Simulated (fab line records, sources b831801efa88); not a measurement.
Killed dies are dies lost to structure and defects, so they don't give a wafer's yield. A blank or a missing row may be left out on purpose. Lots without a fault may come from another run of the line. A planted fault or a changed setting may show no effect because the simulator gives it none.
fab line records | flow gf180mcu
record lots=12 wafers=36 last_day=34
route steps=602 shown V1@346 M2@364
lots that met no fault: from a run of the same line without faults
start_h: hours from the record's first day to the start of the lot's first wafer shown | wait_h: hours since the lot's step before | " the same as in the row above | L1.1+2: a row that stands for several wafers | - no value, or no start given | * or withheld: withheld | < > ~ a bound
route shown NAME@n: a module of which the file shows steps, and the number in the route of the first | usual: mean/standard deviation of fault-free wafers | same: alike in all rows | chamber/n: place in a boat | sites: the reading at each site | _std_site: their standard deviation | _edge_site: outer sites' mean less inner sites' | radius_mm: how far each site lies from the wafer's centre | mask NAME#n: copy n | behind: the tool/chamber that last shaped the wafer | hold: why the lot was held/for how many hours/how that ended | device: the transistor (n, p or np) that didn't switch | end of line: the same wafers' tests at the end of the route | a step without rows: its recipe alone | killed: dies lost to structure and defects at the first sort, not the wafer's yield | map: a wafer's dies, x killed, . not, _ none there
set.NAME: the setting as run; set.NAME@STEP: as run at that earlier step | model.NAME: the simulator's own value behind a step, which no gauge read
steps of the route over a sample of lots; a table a step, a row a wafer
services: from which hour (start_h, from the record's first day; less than 0 if before it) a tool's chamber was out of use, for how many hours, and why
## steps
# step GF_V1_EXPOSE_11
# recipe mask_id=Via1 target_cd_nm=260 na=0.68 source_shape=conventional sigma_outer=0.6 dose_mj=38
# usual exposure_dose_mJ_cm2=37.82/0.036
# columns lot.wafer tool chamber start_h wait_h mask exposure_dose_mJ_cm2
L597.1 krf_scanner-01 0 401.39 - Via1#0 37.79
L597.2 " 0 " " Via1#0 37.83
L597.3 " 0 " " Via1#0 37.82
L598.1 krf_scanner-02 0 410.82 - Via1#0 37.85
L598.5 " 0 " " Via1#0 37.88
L598.6 " 0 " " Via1#0 37.77
L599.1 krf_scanner-02 0 416.39 - Via1#0 37.83
L599.3 " 0 " " Via1#0 37.84
L599.6 " 0 " " Via1#0 37.82
L600.2 krf_scanner-01 0 432.99 - Via1#0 37.84
L600.3 " 0 " " Via1#0 37.80
L600.4 " 0 " " Via1#0 37.81
L601.1 krf_scanner-01 0 437.70 - Via1#0 37.84
L601.4 " 0 " " Via1#0 37.85
L601.5 " 0 " " Via1#0 37.85
L602.2 krf_scanner-01 0 451.06 - Via1#0 37.79
L602.4 " 0 " " Via1#0 37.75
L602.5 " 0 " " Via1#0 37.76
L609.2 krf_scanner-02 0 509.91 - Via1#0 37.19
L609.4 " 0 " " Via1#0 37.20
L609.5 " 0 " " Via1#0 37.14
L610.2 krf_scanner-02 0 517.21 - Via1#0 37.09
L610.5 " 0 " " Via1#0 37.12
L610.6 " 0 " " Via1#0 37.12
L613.2 krf_scanner-01 0 541.66 - Via1#0 37.80
L613.4 " 0 " " Via1#0 37.80
L613.6 " 0 " " Via1#0 37.82
L617.2 krf_scanner-01 0 572.69 - Via1#0 37.80
L617.4 " 0 " " Via1#0 37.77
L617.5 " 0 " " Via1#0 37.81
L619.1 krf_scanner-01 0 586.72 - Via1#0 37.85
L619.2 " 0 " " Via1#0 37.85
L619.4 " 0 " " Via1#0 37.80
L620.1 krf_scanner-01 0 594.25 - Via1#0 37.86
L620.2 " 0 " " Via1#0 37.84
L620.6 " 0 " " Via1#0 37.85
# step GF_V1_PEB_12
# recipe peb_temp_c=135 peb_time_s=92.08 resist=KrF
# usual plate_sensor_t_centre_C=136.13/0.0098 plate_sensor_t_edge_C=136.29/0.0098
# columns lot.wafer tool chamber start_h wait_h plate_sensor_t_centre_C plate_sensor_t_edge_C
L597.1 litho_track-01 0 - - 136.14 136.29
L597.2 " 0 " " 136.12 136.28
L597.3 " 0 " " 136.13 136.29
L598.1 litho_track-01 0 - - 136.14 136.3
L598.5 " 0 " " 136.11 136.28
L598.6 " 0 " " 136.12 136.3
L599.1 litho_track-03 0 - - 136.13 136.3
L599.3 " 0 " " 136.12 136.29
L599.6 " 0 " " 136.14 136.29
L600.2 litho_track-03 0 - - 136.14 136.3
L600.3 " 0 " " 136.13 136.3
L600.4 " 0 " " 136.14 136.32
L601.1 litho_track-01 0 - - 136.12 136.3
L601.4 " 0 " " 136.14 136.32
L601.5 " 0 " " 136.13 136.29
L602.2 litho_track-01 0 - - 136.13 136.29
L602.4 " 0 " " 136.13 136.29
L602.5 " 0 " " 136.14 136.3
L609.2 litho_track-04 0 - - 136.12 136.3
L609.4 " 0 " " 136.14 136.28
L609.5 " 0 " " 136.13 136.29
L610.2 litho_track-03 0 - - 136.11 136.3
L610.5 " 0 " " 136.13 136.3
L610.6 " 0 " " 136.14 136.3
L613.2 litho_track-03 0 - - 136.12 136.29
L613.4 " 0 " " 136.16 136.3
L613.6 " 0 " " 136.11 136.3
L617.2 litho_track-03 0 - - 136.13 136.3
L617.4 " 0 " " 136.14 136.29
L617.5 " 0 " " 136.14 136.31
L619.1 litho_track-03 0 - - 136.13 136.28
L619.2 " 0 " " 136.11 136.29
L619.4 " 0 " " 136.13 136.3
L620.1 litho_track-03 0 - - 136.12 136.29
L620.2 " 0 " " 136.15 136.29
L620.6 " 0 " " 136.13 136.28
# step GF_M2_SPUTTER_02
# recipe material=AlCu target_thk_nm=450 power_w=10600 time_s=23.9 chamber_pressure_pa=0.4
# usual chamber_pressure_pa=0.3999/0.00077 throttle_valve_pct=30.3/1.6
# columns lot.wafer tool chamber start_h wait_h chamber_pressure_pa throttle_valve_pct
L597.1 pvd_sputter-03 - 414.30 0.0 0.3999 32.9
L597.2 " - " " 0.3990 30.6
L597.3 " - " " 0.4005 30.8
L598.1 pvd_sputter-04 - 424.13 0.0 0.3999 32.5
L598.5 " - " " 0.4007 31.3
L598.6 " - " " 0.4012 28.8
L599.1 pvd_sputter-03 - 430.35 0.0 0.4003 30.7
L599.3 " - " " 0.4001 28.7
L599.6 " - " " 0.4009 33.0
L600.2 pvd_sputter-02 - 447.05 0.0 0.3994 30.4
L600.3 " - " " 0.4003 28.9
L600.4 " - " " 0.3987 29.7
L601.1 pvd_sputter-04 - 451.89 0.0 0.4009 32.1
L601.4 " - " " 0.4008 31.6
L601.5 " - " " 0.4001 31.7
L602.2 pvd_sputter-03 - 464.18 0.0 0.3996 33.2
L602.4 " - " " 0.3983 30.8
L602.5 " - " " 0.4008 30.5
L609.2 pvd_sputter-03 - 522.14 0.0 0.3997 28.7
L609.4 " - " " 0.3991 30.4
L609.5 " - " " 0.3992 30.8
L610.2 pvd_sputter-03 - 530.19 0.0 0.3989 31.0
L610.5 " - " " 0.4016 28.6
L610.6 " - " " 0.3991 30.8
L613.2 pvd_sputter-04 - 553.40 0.0 0.3995 32.1
L613.4 " - " " 0.3991 28.3
L613.6 " - " " 0.3999 28.3
L617.2 pvd_sputter-04 - 584.63 0.0 0.4006 31.8
L617.4 " - " " 0.3991 32.3
L617.5 " - " " 0.3994 29.1
L619.1 pvd_sputter-02 - 598.97 0.0 0.3993 28.6
L619.2 " - " " 0.3986 29.8
L619.4 " - " " 0.3994 30.1
L620.1 pvd_sputter-03 - 605.49 0.0 0.3997 28.7
L620.2 " - " " 0.3990 33.3
L620.6 " - " " 0.3992 31.0
# step GF_M2_OVL_MEAS_15
# usual M2_OVL=-2/6.4
# columns lot.wafer tool chamber start_h wait_h M2_OVL[nm]
L597.1 overlay-01 - 438.63 0.1 -3
L597.2 " - " " -7
L597.3 " - " " -10
L598.1 overlay-02 - 448.32 0.1 1
L598.5 " - " " -4
L598.6 " - " " -1
L599.1 overlay-02 - 454.98 0.1 1
L599.3 " - " " -4
L599.6 " - " " -4
L600.2 overlay-02 - 471.72 0.1 -1
L600.3 " - " " -2
L600.4 " - " " -2
L601.1 overlay-01 - 477.12 0.1 9
L601.4 " - " " 3
L601.5 " - " " 4
L602.2 overlay-02 - 488.12 0.1 -2
L602.4 " - " " 2
L602.5 " - " " 3
L609.2 overlay-02 - 545.14 0.1 -11
L609.4 " - " " -7
L609.5 " - " " -11
L610.2 overlay-01 - 552.52 0.1 -12
L610.5 " - " " -10
L610.6 " - " " -12
L613.2 overlay-01 - 575.87 0.1 3
L613.4 " - " " 10
L613.6 " - " " 8
L617.2 overlay-01 - 606.27 0.1 -7
L617.4 " - " " 0
L617.5 " - " " 0
L619.1 overlay-02 - 619.11 0.1 2
L619.2 " - " " 2
L619.4 " - " " -2
L620.1 overlay-02 - 626.06 0.1 5
L620.2 " - " " -7
L620.6 " - " " -6
## services
# columns tool chamber start_h hours kind
krf_scanner-01 - 390.72 2.7 repair
krf_scanner-02 - 400.98 0.4 repair
krf_scanner-01 - 413.03 1.3 pm
krf_scanner-01 - 424.06 2.4 repair
krf_scanner-02 - 437.27 4.7 repair
pvd_sputter-03 - 446.41 2.7 repair
krf_scanner-02 - 461.89 1.3 pm
krf_scanner-02 - 463.73 1.0 pm
krf_scanner-02 - 473.19 0.8 pm
krf_scanner-02 0 478.63 - calibration
krf_scanner-01 0 484.83 - calibration
krf_scanner-02 - 486.68 2.8 repair
krf_scanner-01 - 508.44 0.8 pm
krf_scanner-01 - 515.52 0.8 pm
krf_scanner-01 - 537.27 1.0 pm
krf_scanner-01 - 544.53 7.2 pm
krf_scanner-01 - 589.01 1.3 pm
pvd_sputter-03 - 597.82 0.7 repair
## key
first_sign step=GF_V1_EXPOSE_11 reading=exposure_dose_mJ_cm2 direction=down sigmas=19 usual=37.82 struck=37.14
effect none on later readings
met_at GF_V1_EXPOSE_11
struck_lots L609,L610
not_acting_at GF_V1_PEB_12,GF_M2_SPUTTER_02,GF_M2_OVL_MEAS_15
onset_between 416.39 509.91
fault kind=process_parameter_drift tool=krf_scanner-02 chamber=- onset_h=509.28 steps=GF_V1_EXPOSE_11 channel=dose_mj offset=-0.67506 shape=step acts_in=these_recipes_only stated=38
